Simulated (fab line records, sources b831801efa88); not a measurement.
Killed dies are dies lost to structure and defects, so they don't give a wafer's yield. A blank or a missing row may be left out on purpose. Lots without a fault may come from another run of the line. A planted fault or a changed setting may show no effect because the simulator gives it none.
Which tool did it? | flow gf180mcu | 6 lots, 18 wafers sampled, at 2 steps of a route of 602

WHAT THE GAUGES READ, wafer by wafer
GF_HV_LDD_RS_MEAS_53: measures by four-point-probe.
lot  | measured     | on            | HV_LDD_RS (ohm/sq)
L151 | day 13 23:24 | film_metro-02 | 417.4 417.1 417.9
L156 | day 15 23:35 | film_metro-04 | 418.0 418.8 417.3
L158 | day 16 13:55 | film_metro-01 | 411.2 411.7 411.8
L164 | day 18 09:44 | film_metro-02 | 418.4 419.0 417.5
L166 | day 19 03:25 | film_metro-02 | 418.0 418.8 419.0
L168 | day 19 21:31 | film_metro-01 | 419.5 419.2 418.3

WHICH TOOL RAN EACH LOT (tool, then ch and the chambers of the sampled wafers, then the start)
lot  | GF_HV_LDD_IMPLANT_34
L151 | implanter-03 ch 0, day 13 02:11
L156 | implanter-04 ch 0, day 15 01:13
L158 | implanter-03 ch 0, day 15 15:00
L164 | implanter-01 ch 0, day 17 09:05
L166 | implanter-03 ch 0, day 18 03:11
L168 | implanter-01 ch 0, day 18 19:55
- GF_HV_LDD_IMPLANT_34

THE ANSWER, worked out from the rows above alone
Rule: what is usual is taken from the lots themselves. Put in order of their means at a reading, lots are off if they are a third of the lots or fewer, leave a main group of 4 or more, and stand apart from it by a gap of 3 or more times the standard deviation of the main group's means; of several such gaps the widest counts. A main group whose means are all the same, to the digits that the tables above print for the reading, isn't used. A lot without any number at a reading at which 4 lots or more have one is off too. The other lots that the step has rows for count as sound.
Off: L158, at GF_HV_LDD_RS_MEAS_53 (HV_LDD_RS). The main group: mean 418.3 ohm/sq, standard deviation 0.52.
A tool fits if, at a process step before that reading, it ran every lot that is off, and no sound lot after the first of them. The gauges at GF_HV_LDD_RS_MEAS_53 are tried like those tools. None of those tried fits.

WHAT THE SIMULATOR HAD PUT IN
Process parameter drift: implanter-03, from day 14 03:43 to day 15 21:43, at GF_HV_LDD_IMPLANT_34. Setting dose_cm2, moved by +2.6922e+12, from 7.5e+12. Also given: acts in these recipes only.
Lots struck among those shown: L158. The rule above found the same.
